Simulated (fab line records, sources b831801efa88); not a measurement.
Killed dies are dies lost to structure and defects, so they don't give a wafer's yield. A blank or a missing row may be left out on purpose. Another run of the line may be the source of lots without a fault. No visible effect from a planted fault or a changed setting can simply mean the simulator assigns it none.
Chamber matching	flow gf180mcu	4 sister chambers for GF_STI_ETCH_13 on rie-diel-01
The step etches the open film in CHF3/O2, stops on Si, target depth 282.31 nm, time 112.9 s. 14 wafers are shown with their chamber, then 7 later ones without.

## EACH WAFER AND ITS CHAMBER
wafer	chamber	drypump-motor-current-A (A)	throttle-valve-pct (%)	oes-product-au (a.u.)
L443.2	0	5.4	8.816	0.830
L443.4	2	5.7	8.821	0.834
L443.5	3	6.7	8.811	0.831
L450.2	3	6.7	8.819	0.825
L450.5	3	6.7	8.797	0.829
L450.6	2	5.7	8.809	0.831
L451.1	3	6.7	8.805	0.821
L451.2	0	5.3	8.798	0.824
L451.6	1	6.6	8.797	0.829
L454.1	0	5.3	8.820	0.839
L454.3	2	5.7	8.831	0.839
L454.4	3	6.7	8.826	0.838
L458.1	2	5.7	8.810	0.832
L458.3	3	6.7	8.806	0.826

SIGNATURES (means of the wafers above)
reading	chamber 0	chamber 1	chamber 2	chamber 3	scatter within a chamber
drypump-motor-current-A	5.333	6.600	5.700	6.700	0.0258
throttle-valve-pct	8.81133	8.79700	8.81775	8.81067	0.0107
oes-product-au	0.83100	0.82900	0.83400	0.82833	0.00569
Rule: distance of a wafer from a chamber = root of the sum over the readings of ((wafer's reading minus chamber's mean) / reading's scatter) squared. If the next closest chamber is less than 2 further off than the closest, the wafer can't be placed; otherwise it belongs to the closest. The scatter: take each reading less its chamber's mean, square it, sum over the shown wafers, divide by the number of wafers less the number of chambers, and take the root.

## WAFERS WITHOUT THEIR CHAMBER
wafer	drypump-motor-current-A (A)	throttle-valve-pct (%)	oes-product-au (a.u.)
L458.4	6.5	8.806	0.828
L460.1	6.6	8.816	0.846
L460.4	5.6	8.802	0.842
L460.6	6.5	8.808	0.846
L461.1	6.7	8.819	0.843
L461.3	6.6	8.806	0.836
L461.6	6.5	8.816	0.829

## WHICH CHAMBER EACH WENT THROUGH
wafer	from the rows above	in truth
L458.4	1	1
L460.1	can't be placed: 1 or 3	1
L460.4	2	2
L460.6	1	1
L461.1	3	3
L461.3	1	1
L461.6	1	1
6 of 7 placed correctly. Cannot be placed on the basis of these rows: 1; the candidates contain the true chamber in 1. 0 placed wrongly.
